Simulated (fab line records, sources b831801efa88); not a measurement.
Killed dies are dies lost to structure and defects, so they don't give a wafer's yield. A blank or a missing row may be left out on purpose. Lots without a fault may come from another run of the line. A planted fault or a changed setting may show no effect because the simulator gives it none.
A struck lot beside a sound one | flow sfq_line | 41 steps out of a route of 325
Sound: wafers L296.1, L296.2, L296.3. Struck: wafer L303.4. (L303.3 of the same lot was not struck and is left out.) The cause comes at the end.
At each step with rows: each side's tool, then ch and its chambers, then its first start. Under that, the readings that differ: sound wafers | struck wafers | difference of the means | sigmas: that difference in standard deviations of wafers without a fault.
alike: readings whose means differ by less than 2 such deviations, and words and numbers that are the same on both sides. not compared: withheld readings, readings that some wafer has no value for, bounds like >300 that may hide the same value, and numbers for which the record gives no deviation and whose values overlap.
The two part at a step that has a row with sigmas, a row that says differs or no value, or rows on one side only. Numbers that don't overlap but have no deviation are shown without sigmas and don't part them. A reading that every wafer of one side lacks parts them only if that side has two wafers or more.

SFQ_I1_OVL_MEAS_913:
  sound on overlay-02, day 27 06:37; struck on overlay-02, day 29 11:14
  alike: I1_OVL
then, 5 steps without rows for these wafers: SFQ_TRILAYER_I1_VIA_BARC_OPEN_VIA_ETCH_071 (etches BARC in O2, target depth 125 nm, time 41.7 s); SFQ_TRILAYER_I1_VIA_ETCH_VIA_ETCH_052 (etches SiO2 in CHF3, stops on Nb, target depth 260 nm); SFQ_TRILAYER_I1_VIA_STRIP_STRIP_053 (strips in O2); SFQ_TRILAYER_I1_VIA_STRIP_SOLV_CLEAN_054 (cleans in NMP, time 600 s); SFQ_TRILAYER_M2_DEP_PRE_CLEAN_056 (time 22.5 s).
SFQ_TRILAYER_M2_DEP_SPUTTER_055: material Nb, target thk 200 nm, time 133.3 s.
  sound on pvd_sputter-03, day 27 07:37; struck on pvd_sputter-03, day 29 12:14
  alike: throttle_valve_pct
SFQ_M2_RS_MEAS_914: measures by four-point-probe.
  sound on film_metro-01, day 27 07:43; struck on film_metro-03, day 29 12:28
  reading           | sound             | struck | difference | sigmas
  M2_NB_RS (ohm/sq) | 0.925 0.931 0.915 | 0.899  | -0.025     | -2
then, 3 steps without rows for these wafers: SFQ_TRILAYER_M2_LITHO_COAT_062 (resist thk 62 nm); SFQ_TRILAYER_M2_LITHO_COAT_057 (resist thk 600 nm); SFQ_TRILAYER_M2_LITHO_SOFTBAKE_061.
SFQ_TRILAYER_M2_LITHO_EXPOSE_058: exposes mask M2, target cd 500 nm.
  sound on krf_scanner-02 ch 0, day 27 09:10; struck on krf_scanner-02 ch 0, day 29 14:03
  alike: mask, reticle_temp_C
then, 2 steps without rows for these wafers: SFQ_TRILAYER_M2_LITHO_PEB_060 (peb time 60 s); SFQ_TRILAYER_M2_LITHO_DEVELOP_059 (time 60 s).
SFQ_M2_OVL_MEAS_916:
  sound on overlay-01, day 27 10:40; struck on overlay-02, day 29 15:10
  alike: M2_OVL
SFQ_TRILAYER_M2_BARC_OPEN_METAL_ETCH_077: etches BARC in O2, target depth 125 nm, time 41.7 s.
  sound on rie_metal-03 ch 0,1, day 27 10:42; struck on rie_metal-03 ch 1, day 29 15:12
  reading             | sound           | struck | difference | sigmas
  model.M2.cd_nm (nm) | 499.6 500.6 500 | 488.3  | -11.8      |
  alike: drypump_motor_current_A, oes_product_au, rf_fwd_power_W
  not compared: rf_hours_counter_h
SFQ_TRILAYER_M2_ETCH_METAL_ETCH_060: etches Nb in Cl2/Ar, stops on SiO2, target depth 240 nm, time 120 s.
  sound on rie_metal-03 ch 0,1, day 27 10:46; struck on rie_metal-03 ch 1, day 29 15:17
  reading               | sound             | struck | difference | sigmas
  oes_product_au (a.u.) | 0.880 0.866 0.874 | 0.895  | +0.022     | +3
  model.M2.cd_nm (nm)   | 498.8 500.5 500.5 | 488.1  | -11.8      |
  alike: drypump_motor_current_A, rf_fwd_power_W
  not compared: rf_hours_counter_h
SFQ_TRILAYER_M2_STRIP_STRIP_061: strips in O2.
  sound on rie_metal-03 ch 0,1, day 27 10:53; struck on rie_metal-03 ch 1, day 29 15:34
  alike: drypump_motor_current_A, oes_product_au
  not compared: rf_hours_counter_h
then, 1 step without rows for these wafers: SFQ_TRILAYER_M2_STRIP_SOLV_CLEAN_062 (cleans in NMP, time 600 s).
SFQ_TRILAYER_I2_DEP_PECVD_063: deposits SiO2 from SiH4/N2O, time 111.11 s, target thk 500 nm.
  sound on pecvd-02 ch 0,1,2, day 27 11:40; struck on pecvd-02 ch 1, day 29 16:08
  alike: heater_power_w, rf_fwd_power_W, throttle_valve_pct
then, 1 step without rows for these wafers: SFQ_TRILAYER_I2_CMP_CMP_064 (polishes SiO2).
SFQ_I2_BOW_MEAS_917:
  sound on film_metro-03, day 27 15:48; struck on film_metro-03, day 29 21:13
  alike: I2_BOW
then, 7 steps without rows for these wafers: SFQ_TRILAYER_I2_METRO_MEASURE_065; SFQ_TRILAYER_I2_VIA_LITHO_COAT_072 (resist thk 62 nm); SFQ_TRILAYER_I2_VIA_LITHO_COAT_067 (resist thk 650 nm); SFQ_TRILAYER_I2_VIA_LITHO_SOFTBAKE_071; SFQ_TRILAYER_I2_VIA_LITHO_EXPOSE_068 (exposes mask I2, target cd 500 nm); SFQ_TRILAYER_I2_VIA_LITHO_PEB_070 (peb time 60 s); SFQ_TRILAYER_I2_VIA_LITHO_DEVELOP_069 (time 60 s).
SFQ_I2_OVL_MEAS_918:
  sound on overlay-01, day 27 19:22; struck on overlay-01, day 30 03:10
  reading     | sound  | struck | difference | sigmas
  I2_OVL (nm) | 7 -8 4 | -10    | -11        | -2
then, 1 step without rows for these wafers: SFQ_TRILAYER_I2_VIA_BARC_OPEN_VIA_ETCH_096 (etches BARC in O2, target depth 125 nm, time 41.7 s).
SFQ_TRILAYER_I2_VIA_ETCH_VIA_ETCH_070: etches SiO2 in CHF3, stops on Nb, target depth 260 nm.
  sound on rie_diel-01 ch 1,2,3, day 27 19:26; struck on rie_diel-04 ch 0, day 30 03:13
  alike: drypump_motor_current_A, oes_product_au, rf_fwd_power_W
then, 3 steps without rows for these wafers: SFQ_TRILAYER_I2_VIA_STRIP_STRIP_071 (strips in O2); SFQ_TRILAYER_I2_VIA_STRIP_SOLV_CLEAN_072 (cleans in NMP, time 600 s); SFQ_TRILAYER_M3_DEP_PRE_CLEAN_074 (time 22.5 s).
SFQ_TRILAYER_M3_DEP_SPUTTER_073: material Nb, target thk 200 nm, time 133.3 s.
  sound on pvd_sputter-05, day 27 20:22; struck on pvd_sputter-05, day 30 04:08
  alike: throttle_valve_pct
SFQ_M3_RS_MEAS_919: measures by four-point-probe.
  sound on film_metro-02, day 27 20:27; struck on film_metro-04, day 30 04:16
  alike: M3_NB_RS
then, 3 steps without rows for these wafers: SFQ_TRILAYER_M3_LITHO_COAT_080 (resist thk 62 nm); SFQ_TRILAYER_M3_LITHO_COAT_075 (resist thk 600 nm); SFQ_TRILAYER_M3_LITHO_SOFTBAKE_079.
-- the record jumps here: 51 days lie between the struck wafers' starts before and after --
SFQ_M8_BOW_MEAS_951:
  sound on film_metro-04, day 74 10:04; struck on film_metro-01, day 81 13:07
  alike: M8_BOW
  not compared: model.etest.m2.ohm_um

WHERE THEY PART
First at SFQ_M2_RS_MEAS_914; last, within this record, at SFQ_I2_OVL_MEAS_918. Later steps at which nothing parts them and some readings are alike: SFQ_TRILAYER_I2_VIA_ETCH_VIA_ETCH_070, SFQ_TRILAYER_M3_DEP_SPUTTER_073, SFQ_M3_RS_MEAS_919, SFQ_M8_BOW_MEAS_951.

WHY: what the simulator had put in
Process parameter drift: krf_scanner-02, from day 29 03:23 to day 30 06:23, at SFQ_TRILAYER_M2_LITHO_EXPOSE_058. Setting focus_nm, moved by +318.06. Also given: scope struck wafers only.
